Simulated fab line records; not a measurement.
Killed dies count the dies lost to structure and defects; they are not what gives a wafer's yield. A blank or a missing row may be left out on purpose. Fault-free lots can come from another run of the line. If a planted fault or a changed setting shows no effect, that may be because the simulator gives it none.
Tool commonality check | flow sky130 | 12 lots and 36 wafers in the sample

REASON FOR OPENING
At SKY_SPACER_THK_MEAS_01 the reading SPACER_CVD_00_THK is flagged on 3 of 12 lots. No-fault wafers: 43.1 nm, standard deviation 0.48.
Rule: a lot is flagged in two cases, either no wafer of it has a number, or all its wafers with numbers fall more than 4 standard deviations from that mean. All remaining lots are regarded as sound.

lot  | measured     | on           | SPACER_CVD_00_THK (nm), wafer by wafer | flag
L203 | day 23 03:58 | filmMetro-03 | 42.9 43.3 42.9                         | 
L204 | day 23 10:57 | filmMetro-01 | 43.2 43.0 43.4                         | 
L205 | day 23 15:27 | filmMetro-01 | 42.8 43.0 43.1                         | 
L206 | day 23 23:00 | filmMetro-02 | 42.8 42.2 42.6                         | 
L207 | day 24 08:17 | filmMetro-02 | 43.2 42.9 43.0                         | 
L212 | day 26 03:53 | filmMetro-03 | 43.3 43.2 43.0                         | 
L213 | day 26 07:14 | filmMetro-03 | 43.8 43.6 43.9                         | 
L215 | day 27 08:02 | filmMetro-01 | 34.5 34.0 34.2                         | FLAGGED
L216 | day 27 20:26 | filmMetro-02 | 33.7 33.8 33.4                         | FLAGGED
L217 | day 27 23:39 | filmMetro-02 | 33.1 32.9 33.2                         | FLAGGED
L225 | day 30 11:57 | filmMetro-03 | 43.8 43.6 43.7                         | 
L226 | day 30 18:20 | filmMetro-01 | 43.6 43.6 43.1                         | 
The numbers of the flagged lots are 33.6 nm on average: -9.5 nm against the usual, or -20 standard deviations.

LOT BY LOT: THE TOOL USED
The record holds 1 process step before the reading, out of a route of 708 steps. Cell contents, in order: the tool; ch with the chambers the sampled wafers went through; the start.
lot  | flag    | SKY_SPACER_CVD_00
L203 |         | lpcvd-02 ch 1, day 23 02:44
L204 |         | lpcvd-02 ch 0, day 23 09:44
L205 |         | lpcvd-02 ch 0, day 23 14:14
L206 |         | lpcvd-02 ch 1, day 23 21:47
L207 |         | lpcvd-02 ch 0, day 24 07:05
L212 |         | lpcvd-02 ch 1, day 26 02:41
L213 |         | lpcvd-02 ch 1, day 26 06:02
L215 | FLAGGED | lpcvd-02 ch 1, day 27 06:14
L216 | FLAGGED | lpcvd-02 ch 1, day 27 19:14
L217 | FLAGGED | lpcvd-02 ch 1, day 27 22:26
L225 |         | lpcvd-02 ch 1, day 30 10:44
L226 |         | lpcvd-02 ch 0, day 30 17:08
What these steps do:
- SKY_SPACER_CVD_00: deposits Si3N4 from DCS/NH3, target thk 43.1 nm, time 740 s.
- SKY_SPACER_THK_MEAS_01

FLAGGED AGAINST TOTAL, ONE TOOL AT A TIME (gauges that did the reading follow at the end)
step                   | tool         | lots run | flagged | share of the flagged lots | sound lots run after its first flagged lot
SKY_SPACER_CVD_00      | lpcvd-02     | 12       | 3       | all                       | 2 (L225,L226)
SKY_SPACER_THK_MEAS_01 | filmMetro-01 | 4        | 1       | some                      | 1 (L226)
SKY_SPACER_THK_MEAS_01 | filmMetro-02 | 4        | 2       | some                      | 0
SKY_SPACER_THK_MEAS_01 | filmMetro-03 | 4        | 0       | none                      | -

WHAT THE TABLE ALLOWS
In the table, 1 row covers all flagged lots: lpcvd-02 at SKY_SPACER_CVD_00.
- lpcvd-02 at SKY_SPACER_CVD_00 ran 12 lots, 3 of them flagged. Lots that were sound ran on it after the first flagged one (L225, L226); a persistent fault on the entire tool would not allow that.
No row of the table ran every flagged lot and no sound lot after the first.

WHAT HAD BEEN PUT IN BY THE SIMULATOR
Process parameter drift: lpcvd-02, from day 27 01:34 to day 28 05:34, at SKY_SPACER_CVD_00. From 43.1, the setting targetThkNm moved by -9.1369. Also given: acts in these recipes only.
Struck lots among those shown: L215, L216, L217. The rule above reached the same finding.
